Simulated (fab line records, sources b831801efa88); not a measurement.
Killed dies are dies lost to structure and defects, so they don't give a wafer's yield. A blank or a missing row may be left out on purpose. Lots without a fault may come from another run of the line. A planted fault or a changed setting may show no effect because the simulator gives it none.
Chamber matching | flow sky130 | SKY_FIELD_ISO_ETCH_15 on rie_diel-01: 4 sister chambers
The step etches the open film in CHF3/O2, stops on Si, target depth 180 nm, time 72 s. 8 wafers are shown with their chamber, then 7 later ones without.

WAFERS WITH THEIR CHAMBER
wafer  | chamber | drypump_motor_current_A (A) | throttle_valve_pct (%)
L772.2 | 3       | 5.3                         | 8.845
L774.2 | 2       | 5.8                         | 8.862
L774.5 | 0       | 5.6                         | 8.844
L778.1 | 2       | 5.9                         | 8.852
L778.3 | 0       | 5.6                         | 8.833
L778.5 | 1       | 4.6                         | 8.853
L783.2 | 1       | 4.6                         | 8.848
L783.3 | 3       | 5.3                         | 8.847

WAFERS WITHOUT THEIR CHAMBER
wafer  | drypump_motor_current_A (A) | throttle_valve_pct (%)
L783.5 | 4.6                         | 8.856
L784.2 | 5.6                         | 8.854
L784.3 | 5.4                         | 8.824
L784.5 | 4.7                         | 8.834
L787.3 | 5.8                         | 8.857
L787.4 | 5.4                         | 8.853
L787.6 | 5.8                         | 8.855

WHICH CHAMBER EACH WENT THROUGH
wafer  | from the rows above     | in truth
L783.5 | 1                       | 1
L784.2 | 0                       | 0
L784.3 | can't be placed: 3 or 0 | 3
L784.5 | 1                       | 1
L787.3 | 2                       | 2
L787.4 | 3                       | 3
L787.6 | 2                       | 2
Placed correctly: 6 of 7. Can't be placed from these rows: 1 (the true chamber is among the candidates in 1). Placed wrongly: 0.
How it was worked out, from the rows above alone: a wafer's distance from a chamber is the root of the sum, over the readings, of the square of ((its reading less the chamber's mean) divided by the reading's scatter). The wafer belongs to the nearest chamber; if the next one is less than 2 further off, it can't be placed. A chamber's mean is the mean of its shown wafers. The scatter: the root of (the sum of the squares of (reading less its chamber's mean) over the shown wafers, divided by (wafers less chambers)).
